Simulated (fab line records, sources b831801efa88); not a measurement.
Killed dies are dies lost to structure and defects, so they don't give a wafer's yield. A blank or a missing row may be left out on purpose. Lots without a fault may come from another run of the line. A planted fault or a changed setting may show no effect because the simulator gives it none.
Problem report in the 8D (eight disciplines) form, filled by code | flow gf180mcu | the parts of the form that need people (team, actions taken, sign-off) are left out

1. THE PROBLEM
V1_W_RS at GF_V1_RS_MEAS_24 reads a mean of 0.308 ohm/sq on 4 wafers of 2 lots; wafers without a fault read 0.329 ohm/sq with a standard deviation of 0.003. That is -7.0 standard deviations from the usual mean.
The step: measures by four-point-probe.
First seen on wafer L695.4, day 21 00:34, on film_metro-01. The record holds 33 wafers of 11 lots with a number at this step. Rule for "out", or "out of limits": more than 4 standard deviations from the usual mean. The other wafers with a number count as sound.

2. WHAT IT IS AND WHAT IT IS NOT
question                    | is                             | is not
which readings at this step | V1_W_RS                        | -
which lots                  | L695, L698                     | L688, L692, L696, L700, L706, L708, L709, L710, L711
which wafers of those lots  | L695.4, L695.5, L698.1, L698.4 | L695.1, L698.2
read on which gauges        | film_metro-01, film_metro-04   | film_metro-02
when                        | from day 21 00:34              | up to then (7 sound wafers); but 22 sound wafers of L696, L698, L700, L706, L708, L709, L710, L711 came after

3. SUSPECTS, AND WHAT RULES EACH OUT
Counting: a tool at a process step up to the reading stays a suspect if it ran every lot that is out. Sound lots after the first of them don't rule it out here, since some wafers of a struck lot are sound.
- the gauge at GF_V1_RS_MEAS_24: ruled out. The wafers that are out were read on 2 gauges (film_metro-01, film_metro-04).
- plasma_asher-03 at GF_V1_STRIP_18 (strips in O2/N2): kept. It ran every lot that is out, first L695 (day 20 23:50); its last sound lot up to then is L688 (day 17 23:01).
- cvd_w-02 at GF_V1_CVD_23 (deposits W, target thk 350 nm, time 105.05 s): kept. It ran every lot that is out, first L695 (day 21 00:28); its last sound lot up to then is L692 (day 19 22:09). Its own readings are out on those wafers: chamber_pressure_Torr.
- Within cvd_w-02 at GF_V1_CVD_23: the wafers that are out ran in chamber 1; their sound lot-mates ran in chamber 0.
Left after counting: plasma_asher-03 at GF_V1_STRIP_18, cvd_w-02 at GF_V1_CVD_23.

4. THE CAUSE (what the simulator had put in)
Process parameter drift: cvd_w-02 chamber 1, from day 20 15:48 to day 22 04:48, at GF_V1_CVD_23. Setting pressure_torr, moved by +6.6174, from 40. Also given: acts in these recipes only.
Counting left 2 suspects, and this tool is among them.

5. THE CHAIN OF EFFECTS, in route order
Each row: a reading whose mean over the struck wafers that have a number lies more than 3 standard deviations from the usual. Only readings for which the record gives a usual standard deviation are gone through. hours: the time from each lot's start at the first step in this table that gives one to its start at this step, as a median over the lots. sigmas: the change in usual standard deviations.
hours | step              | reading               | usual        | on struck wafers | change | sigmas
0     | GF_V1_CVD_23      | chamber_pressure_Torr | 40.01 Torr   | 46.53            | +6.52  | +78
0     | GF_V1_RS_MEAS_24  | V1_W_RS               | 0.329 ohm/sq | 0.308            | -0.021 | -7.0
0     | GF_V1_THK_MEAS_25 | V1_W_THK              | 341 nm       | 364              | +23    | +5.1
The process steps in it:
- GF_V1_CVD_23: deposits W, target thk 350 nm, time 105.05 s.

6. WHAT WOULD HAVE CAUGHT IT SOONER
In this record the first reading out of limits at a measuring or inspecting step was taken at day 21 00:34, 9 hours after the fault began at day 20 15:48.
The tool's own readings at GF_V1_CVD_23 were out on every struck wafer that the step has a row for (chamber_pressure_Torr): an alarm limit on them would have fired on the first of those.
Of the lots that are out (2), L698 began GF_V1_CVD_23 on cvd_w-02 after day 21 00:34. A hold on the tool at that time would have spared it.
